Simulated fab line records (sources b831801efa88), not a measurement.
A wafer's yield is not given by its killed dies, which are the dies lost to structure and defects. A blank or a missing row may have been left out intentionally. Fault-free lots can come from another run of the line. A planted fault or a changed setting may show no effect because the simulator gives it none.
A lot that was struck, set against a sound lot	flow sfqLine	42 steps out of a route of 325
Sound: wafers L143.2, L143.4, L143.6. The struck wafers were L151.1, L151.2, L151.5. At the end, the cause is stated.
Per side, at each step with rows, come the tool, then ch with its chambers, and then its first start. Under that, the readings that differ: sound wafers	struck wafers	difference of the means	sigmas: that difference in standard deviations of wafers without a fault.
alike: readings whose means differ by less than 2 such deviations, and words and numbers that are the same on both sides. not compared: withheld readings, readings that some wafer has no value for, bounds like >300 that may hide the same value, and numbers for which the record gives no deviation and whose values overlap.
The two part at a step that has a row with sigmas, a row that says differs or no value, or rows on one side only. Non-overlapping numbers with no deviation appear without sigmas and do not part them. A reading missing from all wafers of one side parts the sides only when that side holds two or more wafers.

first, 6 steps without rows for these wafers: SFQ_TRILAYER_I0_VIA_LITHO_COAT_036 (resist thk 62 nm); SFQ_TRILAYER_I0_VIA_LITHO_COAT_031 (resist thk 650 nm); SFQ_TRILAYER_I0_VIA_LITHO_SOFTBAKE_035; SFQ_TRILAYER_I0_VIA_LITHO_EXPOSE_032 (exposes mask I0, target cd 500 nm); SFQ_TRILAYER_I0_VIA_LITHO_PEB_034 (peb time 60 s); SFQ_TRILAYER_I0_VIA_LITHO_DEVELOP_033 (time 60 s).
SFQ_I0_OVL_MEAS_908:
  sound on overlay-02 at day 18 15:11; struck on overlay-01 at day 22 11:15
  alike: I0_OVL
then, 1 step without rows for these wafers: SFQ_TRILAYER_I0_VIA_BARC_OPEN_VIA_ETCH_046 (etches BARC in O2, target depth 125 nm, time 41.7 s).
SFQ_TRILAYER_I0_VIA_ETCH_VIA_ETCH_034: etches SiO2 in CHF3, stops on Nb, target depth 260 nm.
  sound on rieDiel-01 ch 0,2,3, day 18 15:15; struck on rieDiel-01 ch 0,2,3, day 22 11:19
  alike: drypumpMotorCurrentA, oesProductAu, rfFwdPowerW
then, 3 steps without rows for these wafers: SFQ_TRILAYER_I0_VIA_STRIP_STRIP_035 (strips in O2); SFQ_TRILAYER_I0_VIA_STRIP_SOLV_CLEAN_036 (cleans in NMP, time 600 s); SFQ_TRILAYER_M1_DEP_PRE_CLEAN_038 (time 22.5 s).
SFQ_TRILAYER_M1_DEP_SPUTTER_037: material Nb, target thk 200 nm, time 133.3 s.
  sound on pvdSputter-03 at day 18 16:10; struck on pvdSputter-06 at day 22 12:25
reading	sound	struck	difference	sigmas
model.Nb_of_TRILAYER_M1_DEP_SPUTTER_037.thkNm (nm)	194.9 196.7 199.6	190.4 189.7 190.4	-6.9	
  alike: throttleValvePct
SFQ_M1_RS_MEAS_909: a four-point-probe measurement.
  sound on filmMetro-01 at day 18 16:17; struck on filmMetro-01 at day 22 12:31
reading	sound	struck	difference	sigmas
M1_NB_RS (ohm/sq)	0.915 0.904 0.893	0.936 0.940 0.937	+0.034	+3
then, 6 steps without rows for these wafers: SFQ_TRILAYER_M1_LITHO_COAT_044 (resist thk 62 nm); SFQ_TRILAYER_M1_LITHO_COAT_039 (resist thk 600 nm); SFQ_TRILAYER_M1_LITHO_SOFTBAKE_043; SFQ_TRILAYER_M1_LITHO_EXPOSE_040 (exposes mask M1, target cd 500 nm); SFQ_TRILAYER_M1_LITHO_PEB_042 (peb time 60 s); SFQ_TRILAYER_M1_LITHO_DEVELOP_041 (time 60 s).
-- the record jumps here: 7 days lie between the struck wafers' starts before and after --
SFQ_M1_OVL_MEAS_911:
  sound on overlay-01 at day 25 08:02; struck on overlay-02 at day 29 05:22
  alike: M1_OVL
then, 1 step without rows for these wafers: SFQ_TRILAYER_M1_BARC_OPEN_METAL_ETCH_054 (etches BARC in O2, target depth 125 nm, time 41.7 s).
SFQ_TRILAYER_M1_ETCH_METAL_ETCH_042: etches Nb in Cl2/Ar, stops on SiO2, target depth 240 nm, time 120 s.
  sound on rieMetal-03 ch 1, day 25 08:07; struck on rieMetal-04 ch 0,1, day 29 05:28
reading	sound	struck	difference	sigmas
drypumpMotorCurrentA (A)	5.3 5.3 5.2	6.1 6.7 6.1	+1.0	+2
oesProductAu (a.u.)	0.878 0.881 0.889	0.869 0.867 0.863	-0.016	-2
  alike: rfFwdPowerW
  not compared: rfHoursCounterH
then, 2 steps without rows for these wafers: SFQ_TRILAYER_M1_STRIP_STRIP_043 (strips in O2); SFQ_TRILAYER_M1_STRIP_SOLV_CLEAN_044 (cleans in NMP, time 600 s).
SFQ_TRILAYER_I1_DEP_PECVD_045: deposits SiO2 from SiH4/N2O, time 111.11 s, target thk 500 nm.
  sound on pecvd-03 ch 1,2, day 25 09:01; struck on pecvd-01 ch 1,2, day 29 06:22
  alike: heaterPowerW, rfFwdPowerW, throttleValvePct
  not compared: sinceWetCleanH
SFQ_TRILAYER_I1_CMP_CMP_046: polishes SiO2.
  sound on cmp-01 ch 1,3, day 25 09:06; struck on cmp-01 ch 0,3, day 29 15:28
  alike: motorCurrentA, timeToEndpointS
SFQ_I1_BOW_MEAS_912:
  sound on filmMetro-03 at day 25 12:07; struck on filmMetro-03 at day 29 18:28
  alike: I1_BOW
then, 7 steps without rows for these wafers: SFQ_TRILAYER_I1_METRO_MEASURE_047; SFQ_TRILAYER_I1_VIA_LITHO_COAT_054 (resist thk 62 nm); SFQ_TRILAYER_I1_VIA_LITHO_COAT_049 (resist thk 650 nm); SFQ_TRILAYER_I1_VIA_LITHO_SOFTBAKE_053; SFQ_TRILAYER_I1_VIA_LITHO_EXPOSE_050 (exposes mask I1, target cd 500 nm); SFQ_TRILAYER_I1_VIA_LITHO_PEB_052 (peb time 60 s); SFQ_TRILAYER_I1_VIA_LITHO_DEVELOP_051 (time 60 s).
-- the record jumps here: 6 days lie between the struck wafers' starts before and after --
SFQ_I1_OVL_MEAS_913:
  sound on overlay-02 at day 32 10:10; struck on overlay-02 at day 36 03:05
reading	sound	struck	difference	sigmas
I1_OVL (nm)	-5 -8 -4	8 6 9	+13	+3
SFQ_TRILAYER_I1_VIA_BARC_OPEN_VIA_ETCH_071: etches BARC in O2, target depth 125 nm, time 41.7 s.
  sound on rieDiel-03 ch 0,2, day 32 10:12; struck on rieDiel-03 ch 1,3, day 36 03:07
  alike: drypumpMotorCurrentA, oesProductAu, rfFwdPowerW
  not compared: rfHoursCounterH
SFQ_TRILAYER_I1_VIA_ETCH_VIA_ETCH_052: etches SiO2 in CHF3, stops on Nb, target depth 260 nm.
  sound on rieDiel-03 ch 0,2, day 32 10:14; struck on rieDiel-03 ch 1,3, day 36 03:10
  alike: drypumpMotorCurrentA, oesProductAu, rfFwdPowerW
then, 3 steps without rows for these wafers: SFQ_TRILAYER_I1_VIA_STRIP_STRIP_053 (strips in O2); SFQ_TRILAYER_I1_VIA_STRIP_SOLV_CLEAN_054 (cleans in NMP, time 600 s); SFQ_TRILAYER_M2_DEP_PRE_CLEAN_056 (time 22.5 s).
-- the record jumps here: 58 days lie between the struck wafers' starts before and after --
SFQ_M8_BOW_MEAS_951:
  sound on filmMetro-02 at day 86 19:52; struck on filmMetro-03 at day 94 13:51
reading	sound	struck	difference	sigmas
model.etest.m1.ohmUm	1.831 1.81 1.782	1.868 1.875 1.869	+0.063	
model.etest.i0.linkOhm	1.995 1.975 1.97	2.025 2.031 2.024	+0.047	
model.etest.m1.ohmSq	0.9127 0.9041 0.891	0.9345 0.9377 0.9343	+0.0329	
model.etest.i1.linkOhm	1.978 1.962 1.942	2.006 2.024 2.01	+0.053	
  alike: M8_BOW

## WHERE THEY PART
At SFQ_M1_RS_MEAS_909 first; at SFQ_I1_OVL_MEAS_913 last (within this record only). Later steps at which nothing parts them and some readings are alike: SFQ_TRILAYER_I1_VIA_BARC_OPEN_VIA_ETCH_071, SFQ_TRILAYER_I1_VIA_ETCH_VIA_ETCH_052, SFQ_M8_BOW_MEAS_951.

WHY: whatever the simulator had introduced
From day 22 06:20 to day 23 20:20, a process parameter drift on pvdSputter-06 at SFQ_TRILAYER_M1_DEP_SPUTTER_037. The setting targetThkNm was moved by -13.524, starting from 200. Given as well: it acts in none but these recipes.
